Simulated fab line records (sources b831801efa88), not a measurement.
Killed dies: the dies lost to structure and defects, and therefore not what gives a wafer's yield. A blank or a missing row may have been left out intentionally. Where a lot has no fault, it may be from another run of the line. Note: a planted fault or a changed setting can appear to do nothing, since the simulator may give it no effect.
Which tool was responsible? || flow gf180mcu || 12 lots, 36 wafers sampled, at 2 steps of a route of 602

== WHAT EACH GAUGE READ, for each wafer ==
GF_V3_CD_MEAS_14: the cd target is 260 nm.
{"lot": "L075", "measured": "day 22 19:17", "on": "cd_sem-02", "cd_nm (nm)": "258.4 258.3 257.5"}
{"lot": "L077", "measured": "day 23 14:06", "on": "cd_sem-02", "cd_nm (nm)": "259.9 260.9 259.6"}
{"lot": "L079", "measured": "day 24 03:40", "on": "cd_sem-01", "cd_nm (nm)": "260.9 260.4 261.2"}
{"lot": "L081", "measured": "day 24 22:55", "on": "cd_sem-02", "cd_nm (nm)": "260.9 260.3 261.1"}
{"lot": "L083", "measured": "day 25 15:39", "on": "cd_sem-01", "cd_nm (nm)": "260.3 260.8 260.1"}
{"lot": "L085", "measured": "day 26 06:11", "on": "cd_sem-02", "cd_nm (nm)": "259.4 259.0 259.2"}
{"lot": "L087", "measured": "day 26 19:33", "on": "cd_sem-01", "cd_nm (nm)": "259.4 259.8 259.2"}
{"lot": "L089", "measured": "day 27 17:02", "on": "cd_sem-02", "cd_nm (nm)": "260.4 260.1 259.8"}
{"lot": "L091", "measured": "day 28 04:24", "on": "cd_sem-02", "cd_nm (nm)": "261.5 260.0 260.3"}
{"lot": "L093", "measured": "day 28 19:42", "on": "cd_sem-01", "cd_nm (nm)": "261.4 261.1 260.3"}
{"lot": "L095", "measured": "day 29 04:33", "on": "cd_sem-01", "cd_nm (nm)": "259.6 259.9 259.7"}
{"lot": "L097", "measured": "day 29 19:16", "on": "cd_sem-02", "cd_nm (nm)": "260.0 260.6 260.4"}

== WHICH TOOL RAN EACH LOT (tool, then ch and the chambers of the sampled wafers, then the start) ==
{"lot": "L075", "GF_V1_ETCH_17": "rie_diel-03 ch 1,2, day 22 19:17 or earlier"}
{"lot": "L077", "GF_V1_ETCH_17": "rie_diel-03 ch 1,2,3, day 23 14:06 or earlier"}
{"lot": "L079", "GF_V1_ETCH_17": "rie_diel-01 ch 0,1,3, day 24 03:40 or earlier"}
{"lot": "L081", "GF_V1_ETCH_17": "rie_diel-01 ch 1,2, day 24 22:55 or earlier"}
{"lot": "L083", "GF_V1_ETCH_17": "rie_diel-01 ch 1,2,3, day 25 15:39 or earlier"}
{"lot": "L085", "GF_V1_ETCH_17": "rie_diel-01 ch 0,2,3, day 26 06:11 or earlier"}
{"lot": "L087", "GF_V1_ETCH_17": "rie_diel-03 ch 0,1,3, day 26 19:33 or earlier"}
{"lot": "L089", "GF_V1_ETCH_17": "rie_diel-01 ch 0,1, day 27 17:02 or earlier"}
{"lot": "L091", "GF_V1_ETCH_17": "rie_diel-01 ch 0,1, day 28 04:24 or earlier"}
{"lot": "L093", "GF_V1_ETCH_17": "rie_diel-04 ch 1,2,3, day 28 19:42 or earlier"}
{"lot": "L095", "GF_V1_ETCH_17": "rie_diel-01 ch 0,1,3, day 29 04:33 or earlier"}
{"lot": "L097", "GF_V1_ETCH_17": "rie_diel-04 ch 1,3, day 29 19:16 or earlier"}
- GF_V1_ETCH_17: etches SiO2 in C4F8/O2/Ar, stops on TiN, target depth 630 nm.

== THE ANSWER, worked out from the rows above alone ==
Rule: what is usual is taken from the lots themselves. Put in order of their means at a reading, lots are off if they are a third of the lots or fewer, leave a main group of 4 or more, and stand apart from it by a gap of 3 or more times the standard deviation of the main group's means; of several such gaps the widest counts. If all means in a main group match to the digits the tables above print for the reading, that group is not used. A lot without any number at a reading at which 4 lots or more have one is off too. Where the step has rows for the other lots, those lots are counted as sound.
Across all readings shown, no lot is off: no conclusion can be drawn from this.

== WHAT HAD BEEN PUT IN BY THE SIMULATOR ==
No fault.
